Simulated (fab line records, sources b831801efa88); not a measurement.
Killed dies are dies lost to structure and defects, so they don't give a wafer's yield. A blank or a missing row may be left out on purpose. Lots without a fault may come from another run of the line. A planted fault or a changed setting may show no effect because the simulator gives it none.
fab line records | flow sky130
record lots=7 wafers=19 last_day=51
route steps=708 shown VT_ADJUST_PCH@148 SONOS_TUNNEL@154 PAD_OPEN@708
lots that met no fault: from a run of the same line without faults
start_h: hours from the record's first day to the start of the lot's first wafer shown | wait_h: hours since the lot's step before | " the same as in the row above | L1.1+2: a row that stands for several wafers | - no value, or no start given | * or withheld: withheld | < > ~ a bound
route shown NAME@n: a module of which the file shows steps, and the number in the route of the first | usual: mean/standard deviation of fault-free wafers | same: alike in all rows | chamber/n: place in a boat | sites: the reading at each site | _std_site: their standard deviation | _edge_site: outer sites' mean less inner sites' | radius_mm: how far each site lies from the wafer's centre | mask NAME#n: copy n | behind: the tool/chamber that last shaped the wafer | hold: why the lot was held/for how many hours/how that ended | device: the transistor (n, p or np) that didn't switch | end of line: the same wafers' tests at the end of the route | a step without rows: its recipe alone | killed: dies lost to structure and defects at the first sort, not the wafer's yield | map: a wafer's dies, x killed, . not, _ none there
set.NAME: the setting as run; set.NAME@STEP: as run at that earlier step | model.NAME: the simulator's own value behind a step, which no gauge read
lots at some steps of the route; a table a step, a row a wafer
services: from which hour (start_h, from the record's first day; less than 0 if before it) a tool's chamber was out of use, for how many hours, and why
## steps
# step SKY_VT_ADJUST_PCH_PEB_05
# recipe temp_c=115 time_s=withheld
# step SKY_VT_ADJUST_PCH_DEVELOP_06
# recipe wall_angle_deg=90 developer=TMAH develop_time_s=60 dev_temp_c=23
# step SKY_VT_ADJUST_PCH_OVL_MEAS_07
# usual VT_ADJUST_PCH_OVL=0.6/1.2
# columns lot.wafer tool chamber start_h wait_h VT_ADJUST_PCH_OVL[nm]
L846.2 overlay-01 - 248.76 - 0.6
L846.3 " - " " 2.2
L846.4 " - " " 1.8
L857.1 overlay-01 - 332.86 - 1.6
L857.4 " - " " 0.1
L857.6 " - " " -0.6
L858.2 overlay-02 - 342.90 - 0.2
L858.6 " - " " -0.4
L859.2 overlay-01 - 350.80 - -0.5
L859.6 " - " " 1.6
L863.1 overlay-01 - 378.01 - 0.5
L863.4 " - " " -1.0
L863.5 " - " " 0.3
L865.1 overlay-02 - 397.46 - 0.0
L865.4 " - " " 1.5
L865.5 " - " " -1.3
L867.2 overlay-01 - 411.57 - 2.6
L867.4 " - " " 1.1
L867.6 " - " " 1.9
# step SKY_VT_ADJUST_PCH_IMPLANT_08
# recipe species=B energy_kev=10 dose_cm2=5e+11 tilt_deg=withheld
# step SKY_VT_ADJUST_PCH_STRIP_09
# recipe chemistry=O2/N2 power_w=1400 pressure_mtorr=1500 platen_temp_c=withheld o2_flow_sccm=3000 n2_flow_sccm=300 overash_fraction=0.5
# usual chamber_pressure_mTorr=1500.0/1.3 drypump_motor_current_A=5.5/0.38 n2_flow_sccm=299.9/0.96 oes_product_au=0.722/0.0042 strip_time_to_endpoint_s=36.90/0.12
# columns lot.wafer tool chamber start_h wait_h chamber_pressure_mTorr drypump_motor_current_A n2_flow_sccm oes_product_au rf_hours_counter_h strip_time_to_endpoint_s
L846.2 plasma_asher-01 0 248.94 0.1 1501.4 6.0 299.1 0.720 59 36.91
L846.3 " 1 " " 1499.4 5.1 300.3 0.716 - 36.94
L846.4 " 0 " " 1502.0 5.9 298.6 0.722 - 36.90
L857.1 plasma_asher-04 1 333.05 0.1 1497.9 6.1 300.2 0.725 49 36.87
L857.4 " 1 " " 1500.5 6.1 301.0 0.714 - 36.83
L857.6 " 0 " " 1500.6 5.3 299.9 0.722 - 36.80
L858.2 plasma_asher-01 1 343.08 0.1 1500.4 5.1 299.9 0.719 68 36.99
L858.6 " 1 " " 1499.9 5.1 299.9 0.715 - 37.12
L859.2 plasma_asher-04 1 350.98 0.1 1500.6 6.1 299.5 0.722 51 36.73
L859.6 " 0 " " 1498.9 5.3 299.7 0.726 - 36.74
L863.1 plasma_asher-04 0 378.19 0.1 1498.0 5.3 300.5 0.723 53 36.88
L863.4 " 1 " " 1499.8 6.1 300.6 0.721 - 36.89
L863.5 " 1 " " 1500.2 6.1 301.7 0.714 - 36.90
L865.1 plasma_asher-04 0 397.64 0.1 1499.6 5.3 299.7 0.719 56 37.07
L865.4 " 1 " " 1499.9 6.1 299.2 0.723 - 37.09
L865.5 " 1 " " 1501.1 6.1 300.6 0.721 - 37.22
L867.2 plasma_asher-03 1 411.75 0.1 1499.2 5.2 299.3 0.723 71 36.79
L867.4 " 1 " " 1499.8 5.2 297.6 0.720 - 36.62
L867.6 " 1 " " 1499.9 5.2 299.6 0.726 - 36.74
# step SKY_VT_ADJUST_PCH_TW_MEAS_10
# usual VT_ADJUST_PCH_TW=143.3/1
# columns lot.wafer tool chamber start_h wait_h VT_ADJUST_PCH_TW
L846.2 film_metro-02 - 249.05 0.1 143.8
L846.3 " - " " 143.4
L846.4 " - " " 143.6
L857.1 film_metro-02 - 333.15 0.1 143.2
L857.4 " - " " 143.4
L857.6 " - " " 143.6
L858.2 film_metro-03 - 343.19 0.1 143.1
L858.6 " - " " 143.7
L859.2 film_metro-02 - 351.09 0.1 145.7
L859.6 " - " " 145.3
L863.1 film_metro-01 - 378.29 0.1 143.3
L863.4 " - " " 142.7
L863.5 " - " " 143.0
L865.1 film_metro-02 - 397.74 0.1 144.8
L865.4 " - " " 143.9
L865.5 " - " " 145.1
L867.2 film_metro-01 - 411.86 0.1 142.2
L867.4 " - " " 142.4
L867.6 " - " " 143.0
# step SKY_SONOS_TUNNEL_DEHYDRATE_00
# recipe temp_c=200 time_s=60
# step SKY_SONOS_TUNNEL_HMDS_01
# recipe prime_time_s=60 prime_temp_c=120
# step SKY_SONOS_TUNNEL_COAT_02
# recipe resist=NOVOLAK spin_rpm=3000 resist_thk_nm=1140
# step SKY_SONOS_TUNNEL_SOFTBAKE_03
# recipe temp_c=90 time_s=60 resist=NOVOLAK
# step SKY_SONOS_TUNNEL_EXPOSE_04
# recipe mask_id=TUNM na=0.6 source_shape=conventional sigma_outer=0.6 polarization=unpolarized target_cd_nm=410 dose_mj=136
# step SKY_SONOS_TUNNEL_PEB_05
# recipe temp_c=withheld time_s=* resist=NOVOLAK
# step SKY_SONOS_TUNNEL_DEVELOP_06
# recipe resist=NOVOLAK developer=TMAH develop_time_s=60 dev_temp_c=23
# columns lot.wafer tool chamber start_h wait_h
L846.2+3+4 litho_track-03 0 272.37 0.1
L857.1+4+6 litho_track-03 0 360.59 0.1
L858.2+6 litho_track-03 0 371.52 0.1
L859.2+6 litho_track-03 0 379.17 0.1
L863.1+4+5 litho_track-02 0 407.46 0.1
L865.1+4+5 litho_track-02 0 428.11 0.1
L867.2+4+6 litho_track-02 0 441.63 0.1
# step SKY_SONOS_TUNNEL_CD_MEAS_07
# recipe target_cd_nm=410
# usual cd_nm=409.1/2.2
# columns lot.wafer tool chamber start_h wait_h cd_nm
L846.2 cd_sem-02 - 272.51 0.1 407.9
L846.3 " - " " 406.9
L846.4 " - " " 403.8
L857.1 cd_sem-02 - 360.74 0.1 429.7
L857.4 " - " " 412.0
L857.6 " - " " 429.4
L858.2 cd_sem-02 - 371.66 0.1 411.4
L858.6 " - " " 430.4
L859.2 cd_sem-02 - 379.47 0.3 409.7
L859.6 " - " " 429.0
L863.1 cd_sem-01 - 407.61 0.1 411.0
L863.4 " - " " 409.7
L863.5 " - " " 410.3
L865.1 cd_sem-01 - 428.26 0.1 411.9
L865.4 " - " " 412.8
L865.5 " - " " 411.0
L867.2 cd_sem-01 - 441.78 0.1 409.2
L867.4 " - " " 408.6
L867.6 " - " " 410.9
# step SKY_SONOS_TUNNEL_OVL_MEAS_08
# usual SONOS_TUNNEL_OVL=0.4/1.5
# columns lot.wafer tool chamber start_h wait_h SONOS_TUNNEL_OVL[nm]
L846.2 overlay-01 - 272.62 0.1 -0.2
L846.3 " - " " -0.5
L846.4 " - " " -1.1
L857.1 overlay-02 - 360.86 0.1 -0.6
L857.4 " - " " 1.1
L857.6 " - " " 0.5
L858.2 overlay-01 - 371.77 0.1 -1.2
L858.6 " - " " 0.4
L859.2 overlay-02 - 379.58 0.1 -0.5
L859.6 " - " " -0.7
L863.1 overlay-02 - 407.73 0.1 -0.6
L863.4 " - " " -1.9
L863.5 " - " " -0.2
L865.1 overlay-01 - 428.38 0.1 0.8
L865.4 " - " " 0.5
L865.5 " - " " 0.0
L867.2 overlay-01 - 441.88 0.1 0.6
L867.4 " - " " -1.0
L867.6 " - " " 1.8
# step SKY_PAD_OPEN_PROBE_99
# usual killed_at_M0_to_M3=43/6.9 killed_at_M4_up=3.2/1.6 killed_at_contacts=25/5.1 killed_at_front_end=16/4.5 killed_at_other=0.3/0.68 killed_dies=87/8.9 killed_open=48/6.9 killed_short=39/6.3
# same gross_dies=492 killed_at_back_side=0
# columns lot.wafer tool chamber start_h wait_h killed_at_M0_to_M3 killed_at_M4_up killed_at_contacts killed_at_front_end killed_at_other killed_dies killed_open killed_short
L846.2 prober-01 - 1114.80 0.1 37 3 27 14 0 81 51 30
L846.3 prober-01 - 1114.85 0.2 43 1 27 11 0 82 43 38
L846.4 prober-01 - 1114.90 0.2 45 3 29 23 0 100 59 41
L857.1 prober-01 - 1177.84 0.1 45 6 21 15 0 87 46 41
L857.4 prober-01 - 1177.99 0.2 59 0 15 17 1 92 54 38
L857.6 prober-01 - 1178.09 0.2 47 4 22 21 2 96 58 38
L858.2 prober-02 - 1179.74 0.1 41 4 32 13 0 90 52 38
L858.6 prober-02 - 1179.94 0.2 39 6 23 19 0 87 43 44
L859.2 prober-01 - 1184.78 0.1 51 2 35 21 0 109 55 54
L859.6 prober-01 - 1184.98 0.2 42 1 23 18 0 84 53 31
L863.1 prober-02 - 1204.88 0.1 55 5 16 9 0 85 51 34
L863.4 prober-02 - 1205.03 0.2 52 1 23 11 0 87 46 41
L863.5 prober-02 - 1205.08 0.2 53 4 31 9 1 98 55 43
L865.1 prober-01 - 1212.65 0.1 37 2 24 22 0 85 45 40
L865.4 prober-01 - 1212.80 0.2 37 0 21 18 0 76 43 32
L865.5 prober-01 - 1212.85 0.2 39 1 23 7 0 70 40 30
L867.2 prober-01 - 1220.77 0.1 48 0 26 11 0 85 56 28
L867.4 prober-01 - 1220.87 0.2 46 2 26 14 0 88 42 45
L867.6 prober-01 - 1220.97 0.2 46 2 24 20 0 92 54 38
# killed by level:class
L846.2 CONTACT:geometric_particle:open=14 VIA1:geometric_particle:open=13 LI_CONTACT:geometric_particle:open=6 FIELD_ISO:geometric_particle:short=5 VIA2:geometric_particle:open=5 VIA1:geometric_particle:short=4 FIELD_ISO:geometric_particle:open=3 POLY_GATE:geometric_particle:short=3
L846.3 CONTACT:geometric_particle:open=10 VIA1:geometric_particle:open=8 METAL1:geometric_particle:short=7 LI_CONTACT:geometric_particle:open=6 LOCAL_INTERCONNECT:geometric_particle:short=6 VIA2:geometric_particle:open=6 VIA3:geometric_particle:open=5 METAL3:geometric_particle:short=5
L846.4 CONTACT:geometric_particle:open=13 VIA2:geometric_particle:open=9 VIA1:geometric_particle:open=8 FIELD_ISO:geometric_particle:open=6 METAL1:geometric_particle:short=6 VIA3:geometric_particle:open=6 FIELD_ISO:geometric_particle:short=5 LI_CONTACT:geometric_particle:open=5
L857.1 CONTACT:geometric_particle:open=9 VIA2:geometric_particle:open=9 LI_CONTACT:geometric_particle:open=6 VIA1:geometric_particle:open=6 VIA1:geometric_particle:short=6 METAL2:geometric_particle:short=6 METAL1:geometric_particle:short=5 FIELD_ISO:geometric_particle:short=4
L857.4 VIA1:geometric_particle:open=16 VIA3:geometric_particle:open=9 VIA2:geometric_particle:open=9 FIELD_ISO:geometric_particle:short=5 LI_CONTACT:geometric_particle:open=5 VIA2:geometric_particle:short=5 VIA3:geometric_particle:short=5 METAL1:geometric_particle:short=4
L857.6 VIA1:geometric_particle:open=17 CONTACT:geometric_particle:open=11 FIELD_ISO:geometric_particle:short=8 VIA1:geometric_particle:short=7 POLY_GATE:geometric_particle:open=6 VIA2:geometric_particle:open=5 METAL4:geometric_particle:short=4 LI_CONTACT:geometric_particle:open=4
L858.2 LI_CONTACT:geometric_particle:open=9 CONTACT:geometric_particle:short=9 VIA1:geometric_particle:open=9 CONTACT:geometric_particle:open=8 VIA2:geometric_particle:open=8 METAL3:geometric_particle:short=5 VIA3:geometric_particle:short=5 FIELD_ISO:geometric_particle:short=3
L858.6 VIA1:geometric_particle:open=11 METAL2:geometric_particle:short=8 CONTACT:geometric_particle:open=7 LI_CONTACT:geometric_particle:open=6 FIELD_ISO:geometric_particle:short=5 FIELD_ISO:geometric_particle:open=4 POLY_GATE:geometric_particle:short=4 LI_CONTACT:geometric_particle:short=4
L859.2 VIA1:geometric_particle:open=13 CONTACT:geometric_particle:short=11 CONTACT:geometric_particle:open=10 LI_CONTACT:geometric_particle:open=7 METAL1:geometric_particle:short=6 VIA2:geometric_particle:open=6 VIA2:geometric_particle:short=4 POLY_CUT:geometric_particle:short=4
L859.6 VIA1:geometric_particle:open=11 CONTACT:geometric_particle:open=9 VIA2:geometric_particle:open=7 VIA3:geometric_particle:open=6 METAL1:geometric_particle:short=6 POLY_GATE:geometric_particle:open=5 LI_CONTACT:geometric_particle:open=5 LOCAL_INTERCONNECT:geometric_particle:short=5
L863.1 VIA2:geometric_particle:open=15 CONTACT:geometric_particle:open=10 METAL1:geometric_particle:short=8 VIA1:geometric_particle:short=8 VIA1:geometric_particle:open=8 METAL4:geometric_particle:short=5 POLY_GATE:geometric_particle:open=4 METAL2:geometric_particle:short=4
L863.4 VIA2:geometric_particle:open=9 VIA1:geometric_particle:open=9 CONTACT:geometric_particle:open=8 LI_CONTACT:geometric_particle:open=7 VIA2:geometric_particle:short=7 VIA1:geometric_particle:short=6 VIA3:geometric_particle:open=6 METAL2:geometric_particle:short=5
L863.5 CONTACT:geometric_particle:open=13 LI_CONTACT:geometric_particle:open=10 VIA2:geometric_particle:open=10 METAL1:geometric_particle:short=8 VIA1:geometric_particle:open=8 METAL2:geometric_particle:short=6 VIA3:geometric_particle:open=6 VIA1:geometric_particle:short=5
L865.1 CONTACT:geometric_particle:open=11 FIELD_ISO:geometric_particle:short=9 LI_CONTACT:geometric_particle:open=6 VIA2:geometric_particle:open=6 VIA2:geometric_particle:short=6 VIA1:geometric_particle:open=5 VIA3:geometric_particle:open=5 FIELD_ISO:geometric_particle:open=4
L865.4 LI_CONTACT:geometric_particle:open=10 VIA1:geometric_particle:open=8 VIA1:geometric_particle:short=6 VIA2:geometric_particle:open=6 CONTACT:geometric_particle:open=5 METAL1:geometric_particle:short=5 VIA3:geometric_particle:open=4 SONOS_ONO:geometric_particle:open=4
L865.5 CONTACT:geometric_particle:open=9 VIA3:geometric_particle:open=9 VIA1:geometric_particle:open=7 METAL2:geometric_particle:short=5 FIELD_ISO:geometric_particle:short=4 CONTACT:geometric_particle:short=4 LI_CONTACT:geometric_particle:open=4 LI_CONTACT:geometric_particle:short=3
L867.2 LI_CONTACT:geometric_particle:open=12 VIA1:geometric_particle:open=12 VIA3:geometric_particle:open=9 VIA2:geometric_particle:open=7 CONTACT:geometric_particle:open=7 METAL2:geometric_particle:short=6 POLY_GATE:geometric_particle:short=4 VIA1:geometric_particle:short=4
L867.4 VIA3:geometric_particle:open=8 CONTACT:geometric_particle:open=8 VIA1:geometric_particle:short=8 VIA2:geometric_particle:open=7 VIA1:geometric_particle:open=7 CONTACT:geometric_particle:short=6 LI_CONTACT:geometric_particle:open=6 METAL2:geometric_particle:short=5
L867.6 VIA2:geometric_particle:open=9 CONTACT:geometric_particle:open=9 VIA1:geometric_particle:open=9 METAL2:geometric_particle:short=9 VIA3:geometric_particle:open=9 FIELD_ISO:geometric_particle:open=6 CONTACT:geometric_particle:short=6 LOCAL_INTERCONNECT:geometric_particle:short=5
## services
# columns tool chamber start_h hours kind
plasma_asher-03 - 259.87 3.2 repair
plasma_asher-04 - 286.27 1.5 repair
plasma_asher-03 - 310.19 1.2 repair
plasma_asher-03 - 330.88 0.3 repair
plasma_asher-04 - 356.70 1.1 repair
plasma_asher-01 - 381.87 4.3 pm
plasma_asher-03 - 386.45 11.9 repair
plasma_asher-03 - 391.56 7.6 repair
plasma_asher-01 - 395.95 2.1 repair
plasma_asher-03 - 421.25 9.0 pm
plasma_asher-03 0 421.25 9.0 vent_cycle
plasma_asher-03 1 421.25 9.0 vent_cycle
plasma_asher-03 0 430.25 - clean
plasma_asher-03 1 430.25 - clean
plasma_asher-04 - 432.84 2.8 repair
## key
first_sign step=SKY_SONOS_TUNNEL_CD_MEAS_07 reading=cd_nm direction=up sigmas=9.4 usual=409.1 struck=429.6
effect none on later readings
met_at SKY_SONOS_TUNNEL_DEVELOP_06
struck_wafers L857.1,L857.6,L858.6,L859.6
tester_left_out L857,L858,L859
onset_between 272.37 360.59
fault kind=process_parameter_drift tool=litho_track-03 chamber=- onset_h=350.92 steps=SKY_SONOS_TUNNEL_DEVELOP_06 channel=develop_time_s offset=* shape=step end_h=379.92 scope=struck_wafers_only acts_in=* stated=*
# tester_left_out: of these lots the tester's yield and bins aren't shown, on N5 and GAA mostly nor the transistor test; their killed dies are dies lost to structure and defects alone, not to doping, threshold or leakage, so they don't give the yield
